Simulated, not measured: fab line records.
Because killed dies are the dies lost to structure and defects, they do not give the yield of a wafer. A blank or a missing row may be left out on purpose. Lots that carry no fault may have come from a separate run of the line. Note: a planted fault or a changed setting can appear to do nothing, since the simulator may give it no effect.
The tool behind it: which one? | flow gf180mcu | Sampling: 12 lots, 36 wafers, 5 of 602 route steps

WHAT THE GAUGES READ, wafer by wafer
GF_VT_IMPLANT_OVL_MEAS_18. Usual: VT_IMPLANT_01_OVL 1.2 nm, standard deviation 1.3.
lot  | measured     | on         | VT_IMPLANT_01_OVL (nm) | flag
L732 | day 6 04:17  | overlay-02 | 2.7 1.6 -0.6           | 
L734 | day 6 16:26  | overlay-02 | 1.2 0.6 0.7            | 
L735 | day 6 22:13  | overlay-01 | 0.7 1.1 0.2            | 
L736 | day 7 07:02  | overlay-02 | 1.8 2.9 2.6            | 
L737 | day 7 12:13  | overlay-01 | 3.1 1.2 1.2            | 
L738 | day 7 17:20  | overlay-02 | 1.9 0.8 2.8            | 
L739 | day 8 00:16  | overlay-01 | 1.0 1.5 2.2            | 
L742 | day 8 19:17  | overlay-02 | 1.0 1.7 0.7            | 
L745 | day 9 13:04  | overlay-01 | 1.3 2.6 0.8            | 
L746 | day 9 23:02  | overlay-02 | 1.7 3.0 1.8            | 
L754 | day 12 01:14 | overlay-01 | 0.2 -1.0 1.4           | 
L755 | day 12 06:46 | overlay-01 | 1.2 2.4 2.2            | 

GF_DUAL_GATE_THK_MEAS_03. Usual: DUAL_GATE_OXIDATION_00_THK 10.75 nm, standard deviation 0.15.
lot  | measured     | on           | DUAL_GATE_OXIDATION_00_THK (nm) | flag
L732 | day 7 13:28  | filmMetro-03 | 10.91 10.90 10.93               | 
L734 | day 8 05:14  | filmMetro-02 | 10.94 10.94 10.89               | 
L735 | day 8 09:29  | filmMetro-02 | 10.87 11.00 10.74               | 
L736 | day 8 18:09  | filmMetro-03 | 10.93 10.77 10.75               | 
L737 | day 9 00:58  | filmMetro-01 | 10.69 10.67 10.88               | 
L738 | day 9 05:58  | filmMetro-03 | 10.81 10.79 10.78               | 
L739 | day 9 13:12  | filmMetro-01 | 10.74 10.59 10.77               | 
L742 | day 10 07:41 | filmMetro-03 | 10.84 10.84 10.81               | 
L745 | day 11 02:22 | filmMetro-03 | 10.67 10.63 10.66               | 
L746 | day 11 14:28 | filmMetro-02 | 10.78 10.60 10.82               | 
L754 | day 13 19:58 | filmMetro-01 | 10.74 10.71 10.71               | 
L755 | day 14 01:01 | filmMetro-01 | 10.71 10.66 10.58               | 

GF_POLY_GATE_THK_MEAS_01. Usual: POLY_GATE_CVD_00_THK 200.8 nm, standard deviation 1.8.
lot  | measured     | on           | POLY_GATE_CVD_00_THK (nm)           | flag
L732 | day 8 10:02  | filmMetro-04 | 198.6 199.7 200.8                   | 
L734 | day 9 00:55  | filmMetro-03 | 201.5 202.0 202.0                   | 
L735 | day 9 04:02  | filmMetro-01 | 199.8 201.8 201.5                   | 
L736 | day 9 14:52  | filmMetro-01 | 200.5 200.3 198.8                   | 
L737 | day 9 22:21  | filmMetro-04 | 200.5 200.6 201.2                   | 
L738 | day 10 03:13 | filmMetro-04 | 202.3 201.4 201.0                   | 
L739 | day 10 08:55 | filmMetro-04 | 199.8 200.6 198.8                   | 
L742 | day 11 05:05 | filmMetro-01 | 197.6 197.6 197.9                   | 
L745 | day 12 00:13 | filmMetro-03 | 272.1 274.2 272.0 272.2 274.3 272.2 | OFF
L746 | day 12 13:32 | filmMetro-04 | 202.4 201.6 203.6                   | 
L754 | day 14 20:18 | filmMetro-01 | 199.0 197.6 198.8                   | 
L755 | day 15 00:55 | filmMetro-01 | 200.9 199.8 202.4                   | 

TOOL THAT RAN EACH LOT (tool first, then ch and the chambers of the sampled wafers, then the start)
lot  | GF_VT_IMPLANT_STRIP_31              | GF_POLY_GATE_CVD_00
L732 | plasmaAsher-04 ch 0, day 6 19:31    | lpcvd-02 ch 0, day 8 08:01
L734 | plasmaAsher-03 ch 0, day 7 08:20    | lpcvd-02 ch 0, day 8 23:34
L735 | plasmaAsher-03 ch 0,1, day 7 14:10  | lpcvd-01 ch 0, day 9 02:41
L736 | plasmaAsher-02 ch 0,1, day 7 23:02  | lpcvd-01 ch 0, day 9 13:31
L737 | plasmaAsher-04 ch 0,1, day 8 04:56  | lpcvd-02 ch 0, day 9 21:01
L738 | plasmaAsher-03 ch 0,1, day 8 09:52  | lpcvd-01 ch 1, day 10 01:53
L739 | plasmaAsher-04 ch 0,1, day 8 16:28  | lpcvd-01 ch 0, day 10 07:35
L742 | plasmaAsher-04 ch 0,1, day 9 12:20  | lpcvd-02 ch 0, day 11 03:44
L745 | plasmaAsher-03 ch 0,1, day 10 06:26 | lpcvd-01 ch 1, day 11 22:52
L746 | plasmaAsher-02 ch 0,1, day 10 17:31 | lpcvd-02 ch 0, day 12 12:12
L754 | plasmaAsher-03 ch 0,1, day 12 20:46 | lpcvd-02 ch 1, day 14 18:58
L755 | plasmaAsher-03 ch 0,1, day 13 02:25 | lpcvd-02 ch 1, day 14 23:34
- GF_VT_IMPLANT_STRIP_31: strips in O2/N2.
- GF_POLY_GATE_CVD_00: deposits poly-Si, target thk 200 nm, time 1200 s.

WHAT THE TOOLS THEMSELVES READ (means of the sampled wafers that have a number; where no wafer has one, the mark that the record gives instead)
GF_VT_IMPLANT_STRIP_31. Usual: drypumpMotorCurrentA 6.1 A, standard deviation 0.43; heaterPowerW 323 W, standard deviation 47; oesProductAu 0.716 a.u., standard deviation 0.0046; stripTimeToEndpointS 12.61 s, standard deviation 0.034.
lot  | tool           | drypumpMotorCurrentA (A) | heaterPowerW (W) | oesProductAu (a.u.) | stripTimeToEndpointS (s) | flag
L732 | plasmaAsher-04 | 5.8                      | 416              | 0.717               | 12.61                    | 
L734 | plasmaAsher-03 | 6.4                      | 287              | 0.721               | 12.59                    | 
L735 | plasmaAsher-03 | 6.5                      | 293              | 0.719               | 12.61                    | 
L736 | plasmaAsher-02 | 5.8                      | 343              | 0.712               | 12.58                    | 
L737 | plasmaAsher-04 | 5.8                      | 374              | 0.718               | 12.61                    | 
L738 | plasmaAsher-03 | 6.5                      | 293              | 0.712               | 12.60                    | 
L739 | plasmaAsher-04 | 5.8                      | 369              | 0.713               | 12.61                    | 
L742 | plasmaAsher-04 | 5.8                      | 379              | 0.722               | 12.64                    | 
L745 | plasmaAsher-03 | 6.5                      | 297              | 0.717               | 12.62                    | 
L746 | plasmaAsher-02 | 5.6                      | 353              | 0.717               | 12.64                    | 
L754 | plasmaAsher-03 | 6.5                      | 294              | 0.720               | 12.68                    | 
L755 | plasmaAsher-03 | 6.5                      | 299              | 0.720               | 12.60                    | 

GF_POLY_GATE_CVD_00. Usual: spikeTcBottomC 640.4 C, standard deviation 2.6; spikeTcCentreC 620.4 C, standard deviation 1.1; spikeTcLowerC 619.8 C, standard deviation 1.2; spikeTcTopC 636.7 C, standard deviation 1.8; spikeTcUpperC 619.0 C, standard deviation 1.6; susceptorTempC 619.96 C, standard deviation 0.28.
lot  | tool     | spikeTcBottomC (C) | spikeTcCentreC (C) | spikeTcLowerC (C) | spikeTcTopC (C) | spikeTcUpperC (C) | susceptorTempC (C) | flag
L732 | lpcvd-02 | 639.3              | 620.8              | 621.7             | 636.4           | 618.6             | 620.06             | 
L734 | lpcvd-02 | 639.2              | 620.2              | 621.1             | 636.6           | 618.6             | 619.74             | 
L735 | lpcvd-01 | 639.8              | 619.8              | 618.2             | 635.0           | 618.9             | 619.75             | 
L736 | lpcvd-01 | 638.0              | 619.5              | 619.0             | 635.7           | 619.0             | 619.83             | 
L737 | lpcvd-02 | 639.8              | 620.9              | 620.8             | 636.3           | 618.1             | 619.70             | 
L738 | lpcvd-01 | 643.5              | 619.6              | 619.5             | 638.7           | 617.7             | 619.67             | 
L739 | lpcvd-01 | 637.2              | 619.6              | 619.5             | 636.5           | 620.2             | 620.18             | 
L742 | lpcvd-02 | 639.5              | 620.9              | 619.5             | 635.3           | 618.5             | 620.15             | 
L745 | lpcvd-01 | 655.9              | 633.2              | 632.2             | 651.1           | 630.9             | 633.50             | OFF
L746 | lpcvd-02 | 638.5              | 620.8              | 619.1             | 636.1           | 619.0             | 620.12             | 
L754 | lpcvd-02 | 639.3              | 621.9              | 621.7             | 637.2           | 620.7             | 620.15             | 
L755 | lpcvd-02 | 640.1              | 620.8              | 619.4             | 637.5           | 621.3             | 619.85             | 

THE ANSWER, worked out from the rows above alone
Rule: a lot counts as off when the mean over its wafers that have a number is more than 3 standard deviations away from the usual mean. A lot without any number at a reading at which 4 lots or more have one is off too. Where the step has rows for the other lots, those lots are counted as sound. After the gauges, taken in route order, come the tools' own readings; for these a lot's mean is taken, as printed above. At the first step where some lot is off, the reading lying furthest off is the one used; lots without a number count as furthest.
Off: at GF_POLY_GATE_THK_MEAS_01 (POLY_GATE_CVD_00_THK), L745.
A tool fits if, at a process step before that reading, it ran every lot that is off, and no sound lot after the first of them. Not tried: the gauges at GF_POLY_GATE_THK_MEAS_01; whatever is off there is also off at GF_POLY_GATE_CVD_00, on other tools, and gauge error can't account for it. One fits: lpcvd-01 at GF_POLY_GATE_CVD_00. A fault onset in the window from L739 (day 10 07:35, its last sound lot) to L745 (day 11 22:52, its first lot off) fits.
The tool's own readings at GF_POLY_GATE_CVD_00 bear it out: on the lots that are off they differ by more than 5 times the standard deviation of the sound lots' means. spikeTcBottomC reads 655.9 C there against 639.5 C on the sound lots; spikeTcCentreC reads 633.2 C there against 620.4 C on the sound lots; spikeTcLowerC reads 632.2 C there against 620.0 C on the sound lots; spikeTcTopC reads 651.1 C there against 636.5 C on the sound lots; spikeTcUpperC reads 630.9 C there against 619.1 C on the sound lots; susceptorTempC reads 633.50 C there against 619.93 C on the sound lots.

WHAT THE SIMULATOR HAD INSERTED
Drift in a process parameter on lpcvd-01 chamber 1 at GF_POLY_GATE_CVD_00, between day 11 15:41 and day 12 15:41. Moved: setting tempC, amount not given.
Lots struck among those shown: L745. The rule above reached the same finding.
